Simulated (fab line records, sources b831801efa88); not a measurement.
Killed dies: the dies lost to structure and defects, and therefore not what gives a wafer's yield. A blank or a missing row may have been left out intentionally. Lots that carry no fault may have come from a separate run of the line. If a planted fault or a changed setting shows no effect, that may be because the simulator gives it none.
fab line records -- flow sky130 -- part 1 of 2: steps 1 to 29 of 40
record: lots: 5, wafers: 15, last_day: 50
route steps=708 shown VIA4@639 METAL5@661
lots with no fault: from the same line, run without faults
start_h: start of the lot's first displayed wafer, in hours after the record's first day -- wait_h: hours elapsed since this lot's preceding step -- " unchanged from the row above -- L1.1+2: one row covering several wafers at once -- - no value, or no start was given -- * or withheld: withheld -- < > ~ a bound
route shown NAME@n: NAME is a module with steps in the file, n the number in the route of the first one -- usual: mean/standard deviation of fault-free wafers -- same: alike in all rows -- chamber/n: place in a boat -- sites: each site's reading -- _std_site: the values' standard deviation -- _edge_site: mean of outer sites minus mean of inner sites -- radius_mm: how far each site lies from the wafer's centre -- mask NAME#n: copy n -- behind: the tool/chamber that last shaped the wafer -- hold: the reason the lot was held/the length of the hold in hours/how it ended -- device: which transistor (n, p or np) failed to switch -- end of line: at the end of the route, the tests of the same wafers -- step lacking rows: just its recipe -- killed: not the wafer's yield, but the dies lost to structure and defects at the first sort -- map: the dies of a wafer, with x for killed, . for not killed, _ for no die there
set.NAME: the setting that was run; set.NAME@STEP: the one run at that earlier step -- model.NAME: the simulator's own value behind a step, which no gauge read
lots at some steps of the route; a table a step, a row a wafer
services: the hour from which a tool's chamber was out of use, counted from the record's first day as start_h (under 0 if before that day), plus the number of hours and why
== steps ==
step: SKY_VIA4_HDPCVD_00
recipe: material: SiO2, target_thk_nm: 1750, sigma_open_frac: 0.3, time_s: 291.7, temp_c: 400, sih4_flow_sccm: 60, pressure_mtorr: 6
lot.wafer,tool,chamber,start_h,wait_h
L079.3+5+6,hdpcvd-02,"1,1,0",1016.56,0.0
L092.3+4+6,hdpcvd-02,"0,0,2",1094.15,0.0
L093.1+4+5,hdpcvd-01,"2,0,1",1098.80,0.0
L096.2+4+5,hdpcvd-01,"0,0,1",1124.17,0.0
L097.1+5+6,hdpcvd-01,"2,0,2",1131.08,0.0
step: SKY_VIA4_THK_MEAS_01
recipe: reads: SiO2_of_VIA4_HDPCVD_00
usual: VIA4_HDPCVD_THK: 1746/19
lot.wafer,tool,chamber,start_h,wait_h,VIA4_HDPCVD_THK[nm]
L079.3,film_metro-02,-,1016.76,0.1,1727
L079.5,film_metro-02,-,1016.76,0.1,1748
L079.6,film_metro-02,-,1016.76,0.1,1724
L092.3,film_metro-03,-,1094.35,0.1,1748
L092.4,film_metro-03,-,1094.35,0.1,1729
L092.6,film_metro-03,-,1094.35,0.1,1746
L093.1,film_metro-02,-,1098.98,0.1,1753
L093.4,film_metro-02,-,1098.98,0.1,1729
L093.5,film_metro-02,-,1098.98,0.1,1725
L096.2,film_metro-01,-,1124.36,0.1,1778
L096.4,film_metro-01,-,1124.36,0.1,1773
L096.5,film_metro-01,-,1124.36,0.1,1766
L097.1,film_metro-03,-,1131.26,0.1,1753
L097.5,film_metro-03,-,1131.26,0.1,1766
L097.6,film_metro-03,-,1131.26,0.1,1759
step: SKY_VIA4_CMP_02
recipe: material: SiO2, down_force_psi: 4, platen_rpm: 60, pad_velocity_m_s: 0.94248
usual: head_pressure_psi: 4.001/0.0093, motor_current_A: 12.2/1
lot.wafer,tool,chamber,start_h,wait_h,head_pressure_psi,motor_current_A
L079.3,cmp-01,3,1016.85,0.1,3.995,11.9
L079.5,cmp-01,2,1016.85,0.1,3.981,13.9
L079.6,cmp-01,3,1016.85,0.1,3.990,11.4
L092.4,cmp-02,1,1094.96,0.6,4.006,11.9
L092.3,cmp-02,0,1094.96,0.6,4.002,13.8
L092.6,cmp-02,1,1094.96,0.6,4.006,12.7
L093.4,cmp-02,3,1099.09,0.1,3.998,11.0
L093.1,cmp-02,2,1099.09,0.1,4.000,11.7
L093.5,cmp-02,3,1099.09,0.1,4.003,11.1
L096.4,cmp-01,0,1124.41,0.0,4.007,12.1
L096.2,cmp-01,3,1124.41,0.0,3.994,11.9
L096.5,cmp-01,0,1124.41,0.0,4.015,13.0
L097.1,cmp-02,3,1131.47,0.2,4.020,10.8
L097.5,cmp-02,0,1131.47,0.2,3.994,13.6
L097.6,cmp-02,1,1131.47,0.2,4.006,12.3
step: SKY_VIA4_BOW_MEAS_03
recipe: mode: bow
usual: VIA4_BOW: 79/8.1
lot.wafer,tool,chamber,start_h,wait_h,VIA4_BOW[um]
L079.3,film_metro-01,-,1017.14,0.2,97
L079.5,film_metro-01,-,1017.14,0.2,96
L079.6,film_metro-01,-,1017.14,0.2,85
L092.3,film_metro-02,-,1095.30,0.1,83
L092.4,film_metro-02,-,1095.30,0.1,73
L092.6,film_metro-02,-,1095.30,0.1,87
L093.1,film_metro-02,-,1099.39,0.1,80
L093.4,film_metro-02,-,1099.39,0.1,82
L093.5,film_metro-02,-,1099.39,0.1,90
L096.2,film_metro-02,-,1124.73,0.1,62
L096.4,film_metro-02,-,1124.73,0.1,79
L096.5,film_metro-02,-,1124.73,0.1,87
L097.1,film_metro-03,-,1131.62,0.1,89
L097.5,film_metro-03,-,1131.62,0.1,80
L097.6,film_metro-03,-,1131.62,0.1,87
step: SKY_VIA4_DEHYDRATE_04
recipe: temp_c: 200, time_s: 60
lot.wafer,tool,chamber,start_h,wait_h
L079.3+5+6,litho_track-03,0,1027.68,10.5
L092.3+4+6,litho_track-02,0,1104.21,8.9
L093.1+4+5,litho_track-02,0,1109.56,10.1
L096.2+4+5,litho_track-04,0,1134.30,9.6
L097.1+5+6,litho_track-02,0,1140.06,8.4
step: SKY_VIA4_HMDS_05
recipe: prime_time_s: 60, prime_temp_c: 120
lot.wafer,tool,chamber,start_h,wait_h
L079.3+5+6,litho_track-03,0,1027.83,0.1
L092.3+4+6,litho_track-02,0,1104.36,0.1
L093.1+4+5,litho_track-02,0,1109.71,0.1
L096.2+4+5,litho_track-04,0,1134.45,0.1
L097.1+5+6,litho_track-02,0,1140.21,0.1
step: SKY_VIA4_COAT_06
recipe: resist: NOVOLAK, spin_rpm: 3000, resist_thk_nm: 1140
lot.wafer,tool,chamber,start_h,wait_h
L079.3+5+6,litho_track-03,0,1027.98,0.1
L092.3+4+6,litho_track-02,0,1104.51,0.1
L093.1+4+5,litho_track-02,0,1109.86,0.1
L096.2+4+5,litho_track-04,0,1134.60,0.1
L097.1+5+6,litho_track-02,0,1140.36,0.1
step: SKY_VIA4_SOFTBAKE_07
recipe: temp_c: 90, time_s: 60, resist: NOVOLAK
lot.wafer,tool,chamber,start_h,wait_h
L079.3+5+6,litho_track-03,0,1028.13,0.1
L092.3+4+6,litho_track-02,0,1104.66,0.1
L093.1+4+5,litho_track-02,0,1110.01,0.1
L096.2+4+5,litho_track-04,0,1134.75,0.1
L097.1+5+6,litho_track-02,0,1140.51,0.1
step: SKY_VIA4_EXPOSE_08
recipe: mask_id: VIM4, na: 0.6, source_shape: conventional, sigma_outer: 0.6, polarization: unpolarized, target_cd_nm: 800, dose_mj: 132
usual: focus_offset_nm: 0.1/0.55
same: sigma_outer: 0.6
lot.wafer,tool,chamber,start_h,wait_h,mask,focus_offset_nm
L079.3,iline_stepper-01,0,-,-,VIM4#0,0.1
L079.5,iline_stepper-01,0,-,-,VIM4#0,0.6
L079.6,iline_stepper-01,0,-,-,VIM4#0,-0.1
L092.3,iline_stepper-01,0,-,-,VIM4#0,0.1
L092.4,iline_stepper-01,0,-,-,VIM4#0,0.2
L092.6,iline_stepper-01,0,-,-,VIM4#0,0.0
L093.1,iline_stepper-02,0,-,-,VIM4#0,0.4
L093.4,iline_stepper-02,0,-,-,VIM4#0,0.8
L093.5,iline_stepper-02,0,-,-,VIM4#0,0.4
L096.2,iline_stepper-01,0,-,-,VIM4#0,0.0
L096.4,iline_stepper-01,0,-,-,VIM4#0,0.1
L096.5,iline_stepper-01,0,-,-,VIM4#0,0.2
L097.1,iline_stepper-02,0,-,-,VIM4#0,0.2
L097.5,iline_stepper-02,0,-,-,VIM4#0,0.4
L097.6,iline_stepper-02,0,-,-,VIM4#0,0.7
step: SKY_VIA4_PEB_09
recipe: temp_c: withheld, time_s: *, resist: NOVOLAK
lot.wafer,tool,chamber,start_h,wait_h
L079.3+5+6,litho_track-02,0,-,-
L092.3+4+6,litho_track-02,0,-,-
L093.1+4+5,litho_track-03,0,-,-
L096.2+4+5,litho_track-03,0,-,-
L097.1+5+6,litho_track-04,0,-,-
step: SKY_VIA4_DEVELOP_10
recipe: resist: NOVOLAK, developer: TMAH, develop_time_s: 60, dev_temp_c: 23
lot.wafer,tool,chamber,start_h,wait_h
L079.3+5+6,litho_track-02,0,1039.11,0.1
L092.3+4+6,litho_track-02,0,1115.31,0.1
L093.1+4+5,litho_track-03,0,1119.28,0.1
L096.2+4+5,litho_track-03,0,1143.21,0.1
L097.1+5+6,litho_track-04,0,1148.78,0.1
step: SKY_VIA4_OVL_MEAS_11
usual: VIA4_OVL: 0.4/1.4
lot.wafer,tool,chamber,start_h,wait_h,VIA4_OVL[nm]
L079.3,overlay-01,-,1039.22,0.1,-0.2
L079.5,overlay-01,-,1039.22,0.1,-0.4
L079.6,overlay-01,-,1039.22,0.1,0.7
L092.3,overlay-02,-,1115.42,0.1,-1.5
L092.4,overlay-02,-,1115.42,0.1,-1.1
L092.6,overlay-02,-,1115.42,0.1,-0.3
L093.1,overlay-02,-,1119.43,0.1,1.4
L093.4,overlay-02,-,1119.43,0.1,0.8
L093.5,overlay-02,-,1119.43,0.1,-0.1
L096.2,overlay-02,-,1143.34,0.1,0.9
L096.4,overlay-02,-,1143.34,0.1,1.2
L096.5,overlay-02,-,1143.34,0.1,1.5
L097.1,overlay-01,-,1148.93,0.1,2.2
L097.5,overlay-01,-,1148.93,0.1,2.6
L097.6,overlay-01,-,1148.93,0.1,2.3
step: SKY_VIA4_ETCH_12
recipe: target: SiO2, chemistry: C4F8/O2/Ar, stop_on: TiN, mask_material: NOVOLAK, source_w: 1500, bias_w: 1200, pressure_mtorr: 40, c4f8_flow_sccm: withheld, O2_flow_sccm: 6, Ar_flow_sccm: 300, time_s: withheld, target_depth_a: 5800
usual: oes_product_au: 0.926/0.0048
lot.wafer,tool,chamber,start_h,wait_h,oes_product_au
L079.3,rie_diel-04,2,1039.25,0.0,0.925
L079.5,rie_diel-04,0,1039.25,0.0,0.927
L079.6,rie_diel-04,3,1039.25,0.0,0.928
L092.3,rie_diel-03,2,1115.45,0.0,0.924
L092.4,rie_diel-03,0,1115.45,0.0,0.922
L092.6,rie_diel-03,3,1115.45,0.0,0.922
L093.1,rie_diel-04,0,1119.47,0.0,0.930
L093.4,rie_diel-04,2,1119.47,0.0,0.925
L093.5,rie_diel-04,1,1119.47,0.0,0.926
L096.2,rie_diel-03,0,1143.37,0.0,0.922
L096.4,rie_diel-03,2,1143.37,0.0,0.924
L096.5,rie_diel-03,0,1143.37,0.0,0.923
L097.1,rie_diel-03,3,1148.96,0.0,0.927
L097.5,rie_diel-03,0,1148.96,0.0,0.925
L097.6,rie_diel-03,3,1148.96,0.0,0.920
step: SKY_VIA4_STRIP_13
recipe: chemistry: O2/N2, power_w: 1400, pressure_mtorr: 1500, platen_temp_c: withheld, o2_flow_sccm: 3000, n2_flow_sccm: 300, overash_fraction: 0.5
usual: drypump_motor_current_A: 5.4/0.57, oes_product_au: 0.710/0.0048, strip_time_to_endpoint_s: 12.806/0.028
lot.wafer,tool,chamber,start_h,wait_h,drypump_motor_current_A,oes_product_au,rf_hours_counter_h,strip_time_to_endpoint_s
L079.3,plasma_asher-01,1,1039.35,-,5.1,0.709,-,12.792
L079.5,plasma_asher-01,1,1039.35,-,5.1,0.710,-,12.823
L079.6,plasma_asher-01,0,1039.35,-,4.9,0.712,-,12.782
L092.3,plasma_asher-01,1,1115.55,-,5.1,0.713,-,12.807
L092.4,plasma_asher-01,0,1115.55,-,4.8,0.716,-,12.770
L092.6,plasma_asher-01,0,1115.55,-,4.9,0.714,-,12.825
L093.1,plasma_asher-04,1,1119.54,-,4.7,0.710,99,12.838
L093.4,plasma_asher-04,0,1119.54,-,5.9,0.717,-,12.819
L093.5,plasma_asher-04,0,1119.54,-,5.9,0.712,-,12.822
L096.2,plasma_asher-02,0,1143.44,-,6.3,0.711,71,12.827
L096.4,plasma_asher-02,1,1143.44,-,5.6,0.711,-,12.787
L096.5,plasma_asher-02,1,1143.44,-,5.6,0.708,-,12.827
L097.1,plasma_asher-04,0,1149.03,-,5.9,0.703,102,12.831
L097.5,plasma_asher-04,0,1149.03,-,5.9,0.705,-,12.794
L097.6,plasma_asher-04,1,1149.03,-,4.7,0.710,-,12.827
step: SKY_VIA4_STRIP_14
recipe: chemistry: post_etch_residue_remover, time_s: 1200, temp_c: 72.5
lot.wafer,tool,chamber,start_h,wait_h
L079.3+5+6,wet_bench-03,0,1039.42,0.0
L092.3+4+6,wet_bench-01,1,1115.62,0.0
L093.1+4+5,wet_bench-02,2,1119.66,0.1
L096.2+4+5,wet_bench-01,2,1143.54,0.1
L097.1+5+6,wet_bench-03,3,1149.13,0.1
step: SKY_VIA4_CLEAN_15
recipe: chemistry: IPA, time_s: 180, temp_c: 25
lot.wafer,tool,chamber,start_h,wait_h
L079.3+5+6,wet_bench-02,2,1039.76,0.0
L092.3+4+6,wet_bench-03,1,1116.03,0.0
L093.1+4+5,wet_bench-01,2,1120.37,0.4
L096.2+4+5,wet_bench-03,0,1143.89,0.0
L097.1+5+6,wet_bench-03,1,1149.51,0.0
step: SKY_VIA4_CLEAN_16
recipe: chemistry: O3/DIW, dry: n2_spin
lot.wafer,tool,chamber,start_h,wait_h
L079.3+5+6,wet_bench-01,1,1039.82,0.0
L092.3+4+6,wet_bench-02,3,1116.16,0.0
L093.1+4+5,wet_bench-02,1,1120.46,0.0
L096.2+4+5,wet_bench-01,3,1143.95,0.0
L097.1+5+6,wet_bench-02,1,1149.57,0.0
step: SKY_VIA4_SPUTTER_17
recipe: material: TiN, target_thk_nm: 20, chamber_pressure_pa: 5, power_w: 4000, time_s: 80
usual: throttle_valve_pct: 30.3/1.1
lot.wafer,tool,chamber,start_h,wait_h,throttle_valve_pct
L079.3,pvd_sputter-03,-,1039.91,0.0,30.4
L079.5,pvd_sputter-03,-,1039.91,0.0,30.4
L079.6,pvd_sputter-03,-,1039.91,0.0,29.6
L092.3,pvd_sputter-04,-,1116.26,0.0,29.4
L092.4,pvd_sputter-04,-,1116.26,0.0,27.9
L092.6,pvd_sputter-04,-,1116.26,0.0,29.8
L093.1,pvd_sputter-02,-,1120.55,0.0,31.7
L093.4,pvd_sputter-02,-,1120.55,0.0,31.9
L093.5,pvd_sputter-02,-,1120.55,0.0,31.2
L096.2,pvd_sputter-04,-,1144.04,0.0,28.0
L096.4,pvd_sputter-04,-,1144.04,0.0,29.8
L096.5,pvd_sputter-04,-,1144.04,0.0,29.6
L097.1,pvd_sputter-02,-,1149.66,0.0,31.5
L097.5,pvd_sputter-02,-,1149.66,0.0,30.1
L097.6,pvd_sputter-02,-,1149.66,0.0,31.3
step: SKY_VIA4_CVD_18
recipe: material: W, target_thk_nm: 505, time_s: 152.14, temp_c: 400, pressure_torr: 40
usual: heater_power_w: 825/48
lot.wafer,tool,chamber,start_h,wait_h,heater_power_w
L079.3,cvd_w-01,0,1040.02,0.1,767
L079.5,cvd_w-01,0,1040.02,0.1,778
L079.6,cvd_w-01,1,1040.02,0.1,776
L092.3,cvd_w-01,1,1116.37,0.1,804
L092.4,cvd_w-01,0,1116.37,0.1,757
L092.6,cvd_w-01,1,1116.37,0.1,802
L093.1,cvd_w-02,0,1120.61,0.0,848
L093.4,cvd_w-02,1,1120.61,0.0,886
L093.5,cvd_w-02,1,1120.61,0.0,857
L096.2,cvd_w-01,1,1144.10,0.0,783
L096.4,cvd_w-01,1,1144.10,0.0,818
L096.5,cvd_w-01,1,1144.10,0.0,789
L097.1,cvd_w-02,1,1149.72,0.0,895
L097.5,cvd_w-02,0,1149.72,0.0,855
L097.6,cvd_w-02,1,1149.72,0.0,896
step: SKY_VIA4_RS_MEAS_19
recipe: thk_meas_gauge: four-point-probe, reads: W_of_VIA4_CVD_18+TiN_of_VIA4_SPUTTER_17
usual: VIA4_W_RS: 0.2253/0.0021
lot.wafer,tool,chamber,start_h,wait_h,VIA4_W_RS[ohm/sq]
L079.3,film_metro-03,-,1040.16,0.1,0.2254
L079.5,film_metro-03,-,1040.16,0.1,0.2226
L079.6,film_metro-03,-,1040.16,0.1,0.2246
L092.3,film_metro-01,-,1116.51,0.1,0.2331
L092.4,film_metro-01,-,1116.51,0.1,0.2260
L092.6,film_metro-01,-,1116.51,0.1,0.2283
L093.1,film_metro-01,-,1120.78,0.1,0.2240
L093.4,film_metro-01,-,1120.78,0.1,0.2251
L093.5,film_metro-01,-,1120.78,0.1,0.2227
L096.2,film_metro-03,-,1144.27,0.1,0.2243
L096.4,film_metro-03,-,1144.27,0.1,0.2228
L096.5,film_metro-03,-,1144.27,0.1,0.2266
L097.1,film_metro-02,-,1149.87,0.1,0.2259
L097.5,film_metro-02,-,1149.87,0.1,0.2270
L097.6,film_metro-02,-,1149.87,0.1,0.2248
step: SKY_VIA4_THK_MEAS_20
recipe: thk_meas_gauge: xrf, reads: W_of_VIA4_CVD_18
usual: VIA4_W_THK: 501/5.5
lot.wafer,tool,chamber,start_h,wait_h,VIA4_W_THK[nm]
L079.3,film_metro-03,-,1040.26,0.1,503
L079.5,film_metro-03,-,1040.26,0.1,503
L079.6,film_metro-03,-,1040.26,0.1,501
L092.3,film_metro-01,-,1116.61,0.1,483
L092.4,film_metro-01,-,1116.61,0.1,495
L092.6,film_metro-01,-,1116.61,0.1,492
L093.1,film_metro-01,-,1120.90,0.1,499
L093.4,film_metro-01,-,1120.90,0.1,497
L093.5,film_metro-01,-,1120.90,0.1,504
L096.2,film_metro-03,-,1144.38,0.1,504
L096.4,film_metro-03,-,1144.38,0.1,506
L096.5,film_metro-03,-,1144.38,0.1,503
L097.1,film_metro-02,-,1149.99,0.1,498
L097.5,film_metro-02,-,1149.99,0.1,497
L097.6,film_metro-02,-,1149.99,0.1,501
step: SKY_VIA4_CMP_21
recipe: stop_on: SiO2, t_overpolish_s: 25, down_force_psi: 3.5, platen_rpm: 60, target_thk_nm: 0, pad_velocity_m_s: 0.94248
usual: head_pressure_psi: 3.501/0.0073, motor_current_A: 11.2/0.84, overpolish_run_s: 25.000/0.0097, time_to_endpoint_s: 127/4.2
lot.wafer,tool,chamber,start_h,wait_h,head_pressure_psi,motor_current_A,overpolish_run_s,time_to_endpoint_s
L079.3,cmp-02,1,1040.30,0.0,3.488,10.6,24.991,127
L079.5,cmp-02,1,1040.30,0.0,3.507,11.1,25.009,132
L079.6,cmp-02,2,1040.30,0.0,3.491,10.9,24.997,129
L092.4,cmp-02,0,1116.75,0.1,3.500,13.3,25.009,117
L092.3,cmp-02,1,1116.75,0.1,3.503,10.9,25.009,118
L092.6,cmp-02,3,1116.75,0.1,3.488,10.0,25.001,122
L093.4,cmp-01,1,1121.24,0.3,3.506,10.3,25.000,131
L093.1,cmp-01,0,1121.24,0.3,3.506,10.9,24.990,122
L093.5,cmp-01,1,1121.24,0.3,3.498,10.9,25.013,130
L096.4,cmp-02,2,1144.43,0.0,3.499,11.0,24.987,127
L096.2,cmp-02,0,1144.43,0.0,3.499,13.0,25.000,120
L096.5,cmp-02,3,1144.43,0.0,3.492,10.6,25.004,125
L097.1,cmp-01,1,1150.05,0.1,3.514,10.4,24.992,129
L097.6,cmp-01,1,1150.05,0.1,3.505,11.2,24.997,131
L097.5,cmp-01,2,1150.05,0.1,3.509,12.7,24.997,130
step: SKY_METAL5_SPUTTER_00
recipe: material: Ti, target_thk_nm: 15, power_w: 3000, time_s: 10, chamber_pressure_pa: 0.4
usual: throttle_valve_pct: 30.5/0.88
lot.wafer,tool,chamber,start_h,wait_h,throttle_valve_pct
L079.3,pvd_sputter-03,-,1040.60,0.2,30.6
L079.5,pvd_sputter-03,-,1040.60,0.2,30.0
L079.6,pvd_sputter-03,-,1040.60,0.2,30.4
L092.3,pvd_sputter-03,-,1116.95,0.1,30.6
L092.4,pvd_sputter-03,-,1116.95,0.1,29.9
L092.6,pvd_sputter-03,-,1116.95,0.1,29.8
L093.1,pvd_sputter-01,-,1121.54,0.1,28.9
L093.4,pvd_sputter-01,-,1121.54,0.1,31.3
L093.5,pvd_sputter-01,-,1121.54,0.1,29.7
L096.2,pvd_sputter-01,-,1144.73,0.1,31.5
L096.4,pvd_sputter-01,-,1144.73,0.1,29.7
L096.5,pvd_sputter-01,-,1144.73,0.1,30.8
L097.1,pvd_sputter-02,-,1150.35,0.2,31.5
L097.5,pvd_sputter-02,-,1150.35,0.2,31.8
L097.6,pvd_sputter-02,-,1150.35,0.2,31.2
step: SKY_METAL5_SPUTTER_01
recipe: material: TiN, target_thk_nm: 20, power_w: 6500, time_s: 16.7, chamber_pressure_pa: 0.4
usual: throttle_valve_pct: 30.5/0.9
lot.wafer,tool,chamber,start_h,wait_h,throttle_valve_pct
L079.3,pvd_sputter-03,-,1040.63,0.0,30.4
L079.5,pvd_sputter-03,-,1040.63,0.0,29.7
L079.6,pvd_sputter-03,-,1040.63,0.0,30.1
L092.3,pvd_sputter-03,-,1116.97,0.0,30.6
L092.4,pvd_sputter-03,-,1116.97,0.0,30.0
L092.6,pvd_sputter-03,-,1116.97,0.0,30.0
L093.1,pvd_sputter-01,-,1121.56,0.0,28.7
L093.4,pvd_sputter-01,-,1121.56,0.0,31.6
L093.5,pvd_sputter-01,-,1121.56,0.0,29.5
L096.2,pvd_sputter-01,-,1144.76,0.0,31.7
L096.4,pvd_sputter-01,-,1144.76,0.0,29.4
L096.5,pvd_sputter-01,-,1144.76,0.0,31.2
L097.1,pvd_sputter-02,-,1150.38,0.0,31.3
L097.5,pvd_sputter-02,-,1150.38,0.0,32.0
L097.6,pvd_sputter-02,-,1150.38,0.0,31.3
step: SKY_METAL5_SPUTTER_02
recipe: material: AlCu, target_thk_nm: 1150, power_w: 10600, time_s: 61.2, chamber_pressure_pa: 0.4
usual: throttle_valve_pct: 30.5/0.86
lot.wafer,tool,chamber,start_h,wait_h,throttle_valve_pct
L079.3,pvd_sputter-03,-,1040.65,0.0,30.6
L079.5,pvd_sputter-03,-,1040.65,0.0,29.7
L079.6,pvd_sputter-03,-,1040.65,0.0,30.2
L092.3,pvd_sputter-03,-,1117.00,0.0,30.7
L092.4,pvd_sputter-03,-,1117.00,0.0,30.0
L092.6,pvd_sputter-03,-,1117.00,0.0,29.9
L093.1,pvd_sputter-01,-,1121.59,0.0,29.0
L093.4,pvd_sputter-01,-,1121.59,0.0,31.4
L093.5,pvd_sputter-01,-,1121.59,0.0,29.4
L096.2,pvd_sputter-01,-,1144.78,0.0,31.7
L096.4,pvd_sputter-01,-,1144.78,0.0,29.9
L096.5,pvd_sputter-01,-,1144.78,0.0,31.1
L097.1,pvd_sputter-02,-,1150.40,0.0,31.5
L097.5,pvd_sputter-02,-,1150.40,0.0,31.7
L097.6,pvd_sputter-02,-,1150.40,0.0,31.3
step: SKY_METAL5_SPUTTER_03
recipe: material: Ti, target_thk_nm: 5, power_w: 3000, time_s: 3.3, chamber_pressure_pa: 0.4
usual: throttle_valve_pct: 30.5/0.88
lot.wafer,tool,chamber,start_h,wait_h,throttle_valve_pct
L079.3,pvd_sputter-03,-,1040.70,0.0,30.4
L079.5,pvd_sputter-03,-,1040.70,0.0,29.8
L079.6,pvd_sputter-03,-,1040.70,0.0,30.4
L092.3,pvd_sputter-03,-,1117.05,0.0,30.6
L092.4,pvd_sputter-03,-,1117.05,0.0,29.8
L092.6,pvd_sputter-03,-,1117.05,0.0,29.8
L093.1,pvd_sputter-01,-,1121.64,0.0,28.9
L093.4,pvd_sputter-01,-,1121.64,0.0,31.6
L093.5,pvd_sputter-01,-,1121.64,0.0,29.5
L096.2,pvd_sputter-01,-,1144.83,0.0,31.6
L096.4,pvd_sputter-01,-,1144.83,0.0,29.4
L096.5,pvd_sputter-01,-,1144.83,0.0,31.1
L097.1,pvd_sputter-02,-,1150.45,0.0,31.6
L097.5,pvd_sputter-02,-,1150.45,0.0,31.7
L097.6,pvd_sputter-02,-,1150.45,0.0,31.3
step: SKY_METAL5_SPUTTER_04
recipe: material: TiN, target_thk_nm: 70, power_w: 6500, time_s: 58.3, chamber_pressure_pa: 0.4
usual: throttle_valve_pct: 30.5/0.88
lot.wafer,tool,chamber,start_h,wait_h,throttle_valve_pct
L079.3,pvd_sputter-03,-,1040.72,0.0,30.4
L079.5,pvd_sputter-03,-,1040.72,0.0,29.9
L079.6,pvd_sputter-03,-,1040.72,0.0,30.3
L092.3,pvd_sputter-03,-,1117.07,0.0,30.5
L092.4,pvd_sputter-03,-,1117.07,0.0,29.5
L092.6,pvd_sputter-03,-,1117.07,0.0,30.2
L093.1,pvd_sputter-01,-,1121.66,0.0,29.0
L093.4,pvd_sputter-01,-,1121.66,0.0,31.5
L093.5,pvd_sputter-01,-,1121.66,0.0,29.4
L096.2,pvd_sputter-01,-,1144.85,0.0,31.5
L096.4,pvd_sputter-01,-,1144.85,0.0,29.7
L096.5,pvd_sputter-01,-,1144.85,0.0,30.9
L097.1,pvd_sputter-02,-,1150.47,0.0,31.4
L097.5,pvd_sputter-02,-,1150.47,0.0,31.9
L097.6,pvd_sputter-02,-,1150.47,0.0,31.4
step: SKY_METAL5_RS_MEAS_05
recipe: thk_meas_gauge: four-point-probe, reads: TiN_of_METAL5_SPUTTER_04+Ti_of_METAL5_SPUTTER_03+AlCu_of_METAL5_SPUTTER_02+TiN_of_METAL5_SPUTTER_01+Ti_of_METAL5_SPUTTER_00
usual: METAL5_ALCU_RS: 0.0271/0.00031
lot.wafer,tool,chamber,start_h,wait_h,METAL5_ALCU_RS[ohm/sq]
L079.3,film_metro-03,-,1040.81,0.1,0.0275
L079.5,film_metro-03,-,1040.81,0.1,0.0273
L079.6,film_metro-03,-,1040.81,0.1,0.0274
L092.3,film_metro-02,-,1117.16,0.1,0.0268
L092.4,film_metro-02,-,1117.16,0.1,0.0270
L092.6,film_metro-02,-,1117.16,0.1,0.0271
L093.1,film_metro-04,-,1121.71,0.0,0.0264
L093.4,film_metro-04,-,1121.71,0.0,0.0267
L093.5,film_metro-04,-,1121.71,0.0,0.0266
L096.2,film_metro-02,-,1144.92,0.0,0.0267
L096.4,film_metro-02,-,1144.92,0.0,0.0267
L096.5,film_metro-02,-,1144.92,0.0,0.0270
L097.1,film_metro-04,-,1150.52,0.0,0.0267
L097.5,film_metro-04,-,1150.52,0.0,0.0266
L097.6,film_metro-04,-,1150.52,0.0,0.0269
step: SKY_METAL5_THK_MEAS_06
recipe: thk_meas_gauge: xrf, reads: AlCu_of_METAL5_SPUTTER_02
usual: METAL5_ALCU_THK: 1145/15
lot.wafer,tool,chamber,start_h,wait_h,METAL5_ALCU_THK[nm]
L079.3,film_metro-03,-,1040.91,0.1,1136
L079.5,film_metro-03,-,1040.91,0.1,1136
L079.6,film_metro-03,-,1040.91,0.1,1136
L092.3,film_metro-02,-,1117.26,0.1,1162
L092.4,film_metro-02,-,1117.26,0.1,1149
L092.6,film_metro-02,-,1117.26,0.1,1145
L093.1,film_metro-04,-,1121.83,0.1,1174
L093.4,film_metro-04,-,1121.83,0.1,1160
L093.5,film_metro-04,-,1121.83,0.1,1170
L096.2,film_metro-02,-,1145.03,0.1,1169
L096.4,film_metro-02,-,1145.03,0.1,1169
L096.5,film_metro-02,-,1145.03,0.1,1150
L097.1,film_metro-04,-,1150.64,0.1,1157
L097.5,film_metro-04,-,1150.64,0.1,1163
L097.6,film_metro-04,-,1150.64,0.1,1153
